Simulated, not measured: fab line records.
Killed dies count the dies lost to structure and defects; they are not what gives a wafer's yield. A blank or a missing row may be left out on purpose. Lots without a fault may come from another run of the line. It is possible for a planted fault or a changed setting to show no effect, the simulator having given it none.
fab line records | flow gf180mcu | part 2 of 2: steps 30 to 41 of 41
[record] lots = 5 wafers = 15 last_day = 34
route steps=602 shown STI@15 DNWELL@32 NWELL@42 LVPWELL@54
lots untouched by any fault: they come from a run of this same line in which no faults occurred
start_h: hours from the record's first day to the start of the lot's first wafer shown | wait_h: hours elapsed since this lot's preceding step | " repeats the value in the row above | L1.1+2: a row that stands for several wafers | - no value present, or no start provided | * or withheld: withheld | < > ~ a bound
route shown NAME@n: names a module that has steps shown in the file, with the first one's number in the route | usual: average and standard deviation across the fault-free wafers | same: alike in all rows | chamber/n: place in a boat | sites: readings site by site | _std_site: their standard deviation | _edge_site: the outer-site mean with the inner-site mean subtracted | radius_mm: for every site, how far away it sits from the centre of the wafer | mask NAME#n: copy n | behind: the last tool/chamber to shape the wafer | hold: why the lot went on hold/how many hours it stayed there/how the hold came to an end | device: which transistor (n, p or np) failed to switch | end of line: at the end of the route, the tests of the same wafers | a step without rows: its recipe alone | killed: the dies lost at the first sort to structure and to defects; this is not the yield of the wafer | map: the dies of a wafer, with x for killed, . for not killed, _ for no die there
set.NAME: setting as actually run; set.NAME@STEP: the setting as run at that earlier step | model.NAME: the simulator's own value behind a step, which no gauge read
lots at some steps of the route; a table a step, a row a wafer
services: the hour from which a tool's chamber was out of use, counted from the record's first day as start_h (under 0 if before that day), plus the number of hours and why
[[steps]]
[step GF_NWELL_COAT_02]
[recipe] spin_rpm = 2000 resist_thk_nm = 3000
[usual] exhaust_pa = 45.2/0.97
// columns lot.wafer tool chamber start_h wait_h exhaust_pa
L081.3 litho_track-03 0 88.72 0.1 44.4
L081.5 " 0 " " 45.9
L081.6 " 0 " " 44.7
L082.1 litho_track-03 0 90.97 0.1 44.6
L082.2 " 0 " " 46.1
L082.6 " 0 " " 45.2
L091.1 litho_track-04 0 140.67 0.1 42.5
L091.3 " 0 " " 45.8
L091.5 " 0 " " 44.1
L092.1 litho_track-01 0 145.71 0.1 45.2
L092.2 " 0 " " 45.7
L092.3 " 0 " " 44.7
L095.1 litho_track-01 0 160.41 0.1 44.9
L095.2 " 0 " " 45.7
L095.3 " 0 " " 46.1
[step GF_NWELL_SOFTBAKE_03]
[recipe] temp_c = 110 time_s = withheld
[usual] exhaust_pa = 45.1/0.84
// columns lot.wafer tool chamber start_h wait_h exhaust_pa
L081.3 litho_track-03 0 88.88 0.1 45.7
L081.5 " 0 " " 44.5
L081.6 " 0 " " 45.8
L082.1 litho_track-03 0 91.12 0.1 43.9
L082.2 " 0 " " 44.8
L082.6 " 0 " " 43.9
L091.1 litho_track-04 0 140.82 0.1 45.4
L091.3 " 0 " " 44.5
L091.5 " 0 " " 44.7
L092.1 litho_track-01 0 145.86 0.1 43.5
L092.2 " 0 " " 43.8
L092.3 " 0 " " 43.8
L095.1 litho_track-01 0 160.56 0.1 45.3
L095.2 " 0 " " 45.4
L095.3 " 0 " " 44.0
[step GF_NWELL_EXPOSE_04]
[recipe] mask_id = Nwell target_cd_nm = 860 na = 0.6 source_shape = conventional sigma_outer = 0.6 dose_mj = 260
// columns lot.wafer tool chamber start_h wait_h mask
L081.3+5+6 iline_stepper-01 0 - - Nwell#0
L082.1+2+6 iline_stepper-01 0 - - Nwell#0
L091.1+3+5 iline_stepper-01 0 - - Nwell#0
L092.1+2+3 iline_stepper-02 0 - - Nwell#0
L095.1+2+3 iline_stepper-01 0 - - Nwell#0
[step GF_NWELL_PEB_05]
[recipe] temp_c = 115 time_s = withheld
[usual] exhaust_pa = 44.9/0.73
// columns lot.wafer tool chamber start_h wait_h exhaust_pa
L081.3 litho_track-03 0 - - 46.4
L081.5 " 0 " " 44.0
L081.6 " 0 " " 44.3
L082.1 litho_track-01 0 - - 43.9
L082.2 " 0 " " 43.8
L082.6 " 0 " " 44.1
L091.1 litho_track-01 0 - - 44.4
L091.3 " 0 " " 44.8
L091.5 " 0 " " 43.6
L092.1 litho_track-04 0 - - 45.5
L092.2 " 0 " " 45.0
L092.3 " 0 " " 44.5
L095.1 litho_track-01 0 - - 45.7
L095.2 " 0 " " 45.0
L095.3 " 0 " " 46.6
[step GF_NWELL_DEVELOP_06]
[recipe] wall_angle_deg = 90 develop_time_s = 60 dev_temp_c = 23
[usual] exhaust_pa = 45.1/0.96
// columns lot.wafer tool chamber start_h wait_h exhaust_pa
L081.3 litho_track-03 0 - - 44.0
L081.5 " 0 " " 45.1
L081.6 " 0 " " 44.3
L082.1 litho_track-01 0 - - 43.4
L082.2 " 0 " " 44.7
L082.6 " 0 " " 43.9
L091.1 litho_track-01 0 - - 43.6
L091.3 " 0 " " 42.9
L091.5 " 0 " " 43.3
L092.1 litho_track-04 0 - - 45.0
L092.2 " 0 " " 45.8
L092.3 " 0 " " 45.9
L095.1 litho_track-01 0 - - 45.0
L095.2 " 0 " " 47.9
L095.3 " 0 " " 46.9
[step GF_NWELL_OVL_MEAS_07]
[usual] NWELL_OVL = 0.3/1.3
// columns lot.wafer tool chamber start_h wait_h NWELL_OVL[nm]
L081.3 overlay-02 - 95.63 - -0.2
L081.5 " - " " 2.6
L081.6 " - " " 1.8
L082.1 overlay-01 - 97.61 - 1.4
L082.2 " - " " 1.1
L082.6 " - " " 3.7
L091.1 overlay-02 - 150.01 - -1.1
L091.3 " - " " -1.0
L091.5 " - " " -0.7
L092.1 overlay-01 - 154.07 - -0.9
L092.2 " - " " 0.3
L092.3 " - " " 0.9
L095.1 overlay-02 - 168.51 - 0.7
L095.2 " - " " -0.3
L095.3 " - " " 0.8
[step GF_NWELL_IMPLANT_08]
[recipe] species = P energy_kev = 450 dose_cm2 = 1.5e+13 tilt_deg = 0
// columns lot.wafer tool chamber start_h wait_h
L081.3+5+6 implanter-01 0 95.70 0.1
L082.1+2+6 implanter-04 0 97.64 0.0
L091.1+3+5 implanter-04 0 150.04 0.0
L092.1+2+3 implanter-02 0 154.10 0.0
L095.1+2+3 implanter-01 0 168.54 0.0
[step GF_NWELL_IMPLANT_09]
[recipe] species = P energy_kev = 160 dose_cm2 = 4e+12 tilt_deg = 0
// columns lot.wafer tool chamber start_h wait_h
L081.3+5+6 implanter-01 0 95.85 0.1
L082.1+2+6 implanter-04 0 97.79 0.1
L091.1+3+5 implanter-04 0 150.19 0.1
L092.1+2+3 implanter-02 0 154.25 0.1
L095.1+2+3 implanter-01 0 168.69 0.1
[step GF_NWELL_STRIP_10]
[recipe] chemistry = O2/N2 power_w = 1400 pressure_mtorr = 1500 platen_temp_c = 250 o2_flow_sccm = 3000 n2_flow_sccm = 300 overash_fraction = 0.5
[usual] drypump_motor_current_A = 6.0/0.49 heater_power_w = 344/35 oes_product_au = 0.723/0.0049 strip_time_to_endpoint_s = 36.95/0.12
// columns lot.wafer tool chamber start_h wait_h drypump_motor_current_A heater_power_w oes_product_au rf_hours_counter_h strip_time_to_endpoint_s
L081.3 plasma_asher-02 1 95.98 0.1 6.1 366 0.722 - 37.08
L081.5 " 1 " " 6.2 361 0.719 - 37.21
L081.6 " 0 " " 6.0 292 0.725 - 37.04
L082.1 plasma_asher-02 0 97.94 0.1 6.0 297 0.728 31 36.85
L082.2 " 1 " " 6.2 360 0.730 31 36.90
L082.6 " 1 " " 6.2 368 0.722 - 36.94
L091.1 plasma_asher-01 1 150.34 0.1 6.5 342 0.726 2 36.92
L091.3 " 0 " " 6.6 361 0.717 - 37.00
L091.5 " 0 " " 6.6 365 0.716 - 37.09
L092.1 plasma_asher-01 0 154.40 0.1 6.6 354 0.719 2 36.76
L092.2 " 1 " " 6.5 345 0.731 2 36.71
L092.3 " 0 " " 6.6 360 0.726 - 36.73
L095.1 plasma_asher-02 1 168.84 0.1 6.2 357 0.724 40 36.90
L095.2 " 0 " " 6.0 296 0.722 40 36.89
L095.3 " 0 " " 6.0 298 0.714 - 36.86
[step GF_NWELL_TW_MEAS_11]
[usual] NWELL_TW = 1575/12
// columns lot.wafer tool chamber start_h wait_h NWELL_TW
L081.3 film_metro-04 - 96.07 0.1 1565
L081.5 " - " " 1570
L081.6 " - " " 1578
L082.1 film_metro-04 - 98.04 0.1 1572
L082.2 " - " " 1574
L082.6 " - " " 1576
L091.1 film_metro-01 - 150.44 0.1 1584
L091.3 " - " " 1582
L091.5 " - " " 1579
L092.1 film_metro-01 - 154.50 0.1 1587
L092.2 " - " " 1587
L092.3 " - " " 1580
L095.1 film_metro-04 - 168.94 0.1 1586
L095.2 " - " " 1590
L095.3 " - " " 1594
[step GF_LVPWELL_DEHYDRATE_00]
[recipe] temp_c = 200 time_s = 60
[usual] exhaust_pa = 45.0/0.9
// columns lot.wafer tool chamber start_h wait_h exhaust_pa
L081.3 litho_track-04 0 102.32 6.2 44.2
L081.5 " 0 " " 44.4
L081.6 " 0 " " 45.3
L082.1 litho_track-01 0 105.01 7.0 44.2
L082.2 " 0 " " 45.2
L082.6 " 0 " " 45.0
L091.1 litho_track-02 0 157.54 7.1 44.8
L091.3 " 0 " " 43.7
L091.5 " 0 " " 44.9
L092.1 litho_track-02 0 162.09 7.6 44.4
L092.2 " 0 " " 44.4
L092.3 " 0 " " 45.5
L095.1 litho_track-02 0 175.99 7.0 43.8
L095.2 " 0 " " 42.8
L095.3 " 0 " " 43.4
[step GF_LVPWELL_HMDS_01]
[recipe] prime_time_s = 60 prime_temp_c = 120
[usual] exhaust_pa = 44.9/0.87
// columns lot.wafer tool chamber start_h wait_h exhaust_pa
L081.3 litho_track-04 0 102.47 0.1 43.9
L081.5 " 0 " " 45.0
L081.6 " 0 " " 44.2
L082.1 litho_track-01 0 105.16 0.1 45.3
L082.2 " 0 " " 46.4
L082.6 " 0 " " 46.0
L091.1 litho_track-02 0 157.69 0.1 43.7
L091.3 " 0 " " 44.9
L091.5 " 0 " " 45.6
L092.1 litho_track-02 0 162.24 0.1 46.1
L092.2 " 0 " " 45.5
L092.3 " 0 " " 46.3
L095.1 litho_track-02 0 176.14 0.1 44.5
L095.2 " 0 " " 44.8
L095.3 " 0 " " 45.5
[[services]]
// columns tool chamber start_h hours kind
implanter-03 - 42.61 39.4 repair
implanter-02 - 49.58 86.2 pm
iline_stepper-01 - 50.54 4.4 pm
implanter-03 - 54.36 2.6 repair
cmp-01 - 64.43 4.0 pm
hdpcvd-01 0 65.34 15.7 repair
iline_stepper-01 - 82.18 1.7 pm
cmp-01 - 86.88 1.3 repair
plasma_asher-02 - 88.91 4.2 repair
plasma_asher-03 - 94.39 7.7 repair
iline_stepper-01 - 102.13 3.4 repair
plasma_asher-02 - 106.96 1.6 repair
plasma_asher-01 - 108.75 9.0 pm
iline_stepper-02 - 111.48 2.1 pm
implanter-01 - 111.48 2.6 repair
plasma_asher-01 - 117.75 14.2 pm
rie_si-01 1 122.07 5.3 repair
iline_stepper-01 - 135.72 7.0 repair
iline_stepper-02 - 140.95 2.5 repair
cmp-01 - 145.77 1.5 repair
implanter-01 - 147.14 3.9 pm
rie_si-01 - 151.31 3.7 repair
plasma_asher-03 - 151.73 6.2 repair
furnace-02 - 158.01 5.3 pm
